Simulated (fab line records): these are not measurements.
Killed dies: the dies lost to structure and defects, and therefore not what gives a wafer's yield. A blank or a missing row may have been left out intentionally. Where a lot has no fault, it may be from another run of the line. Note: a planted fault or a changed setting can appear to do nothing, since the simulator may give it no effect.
Code-filled problem report in 8D (eight disciplines) form    flow sky130    the parts of the form that need people (team, actions taken, sign-off) are left out

1. WHAT IS WRONG
A mean of 258.0 nm is read at SKY_VT_ADJUST_HVTP_CD_MEAS_07 for cdNm, taken on 1 wafer of 1 lot, against 379.4 nm (standard deviation 2.3) on wafers free of any fault. That puts it -53 standard deviations away from the usual mean.
The step: target cd 380 nm.
The first sign was on wafer L990.4 at day 9 07:03, on cdSem-02. The record has a number at this step for 38 wafers belonging to 13 lots. Rule for "out", or "out of limits": more than 4 standard deviations from the usual mean. All remaining wafers that have a number are taken as sound.

2. WHAT IT IS; WHAT IT IS NOT
question                     is                is not
which readings at this step  cdNm              -
which lots                   L990              L100, L978, L979, L980, L981, L982, L983, L984, L985, L986, L997, L999
which wafers of those lots   L990.4            L990.6
read on which gauges         cdSem-02          cdSem-01
when                         from day 9 07:03  up to then (28 sound wafers); but 9 sound wafers of L100, L997, L999 came after

3. WHAT RULES OUT EACH SUSPECT
Counting: if a tool at a process step up to the reading ran every lot that is out, it stays a suspect. Sound lots after the first of them don't rule it out here, since some wafers of a struck lot are sound.
- the gauge at SKY_VT_ADJUST_HVTP_CD_MEAS_07: kept. All the wafers that are out were read on cdSem-02, and no step on other tools shows them out.
- plasmaAsher-03 at SKY_NWELL_STRIP_14 (strips in O2/N2): kept. The lot that is out, L990, ran on it at day 7 11:53; the last sound lot it ran before that was L983, at day 5 22:11.
- lithoTrack-03 at SKY_VT_ADJUST_HVTP_DEVELOP_06 (develop time 60 s): kept. The lot that is out, L990, ran on it at day 9 06:55; the last sound lot it ran before that was L986, at day 8 06:14.
After the count, these remain: plasmaAsher-03 at SKY_NWELL_STRIP_14, lithoTrack-03 at SKY_VT_ADJUST_HVTP_DEVELOP_06 and cdSem-02 at SKY_VT_ADJUST_HVTP_CD_MEAS_07.

4. THE CAUSE (what the simulator had put in)
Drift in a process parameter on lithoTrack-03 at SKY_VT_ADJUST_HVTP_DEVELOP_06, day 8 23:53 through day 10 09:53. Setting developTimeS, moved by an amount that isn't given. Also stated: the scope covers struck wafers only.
3 suspects survive the count, and this tool is in that group.

5. THE EFFECT CHAIN, in route order
Each row: a reading whose mean over the struck wafers that have a number lies more than 3 standard deviations from the usual. Only readings whose record carries a usual standard deviation are examined. hours: median over the lots of the time between each lot's start at the first step of this table that gives one and its start at this step. sigmas: the change, counted in usual standard deviations.
hours  step                           reading  usual     on struck wafers  change  sigmas
0      SKY_VT_ADJUST_HVTP_CD_MEAS_07  cdNm     379.4 nm  258.0             -121.4  -53
Later steps that measure or inspect, where all struck wafers having a row at the step show a number for every such reading and not one has moved that far: SKY_VT_ADJUST_LVTN_OVL_MEAS_07.

6. HOW IT WOULD HAVE BEEN CAUGHT EARLIER
In this record the first reading out of limits at a measuring or inspecting step was taken at day 9 07:03, 7 hours after the fault began at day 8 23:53.
Lots out: 1; all had begun SKY_VT_ADJUST_HVTP_DEVELOP_06 on lithoTrack-03 by day 9 07:03. Tool hold at that time: it would have spared none of them.
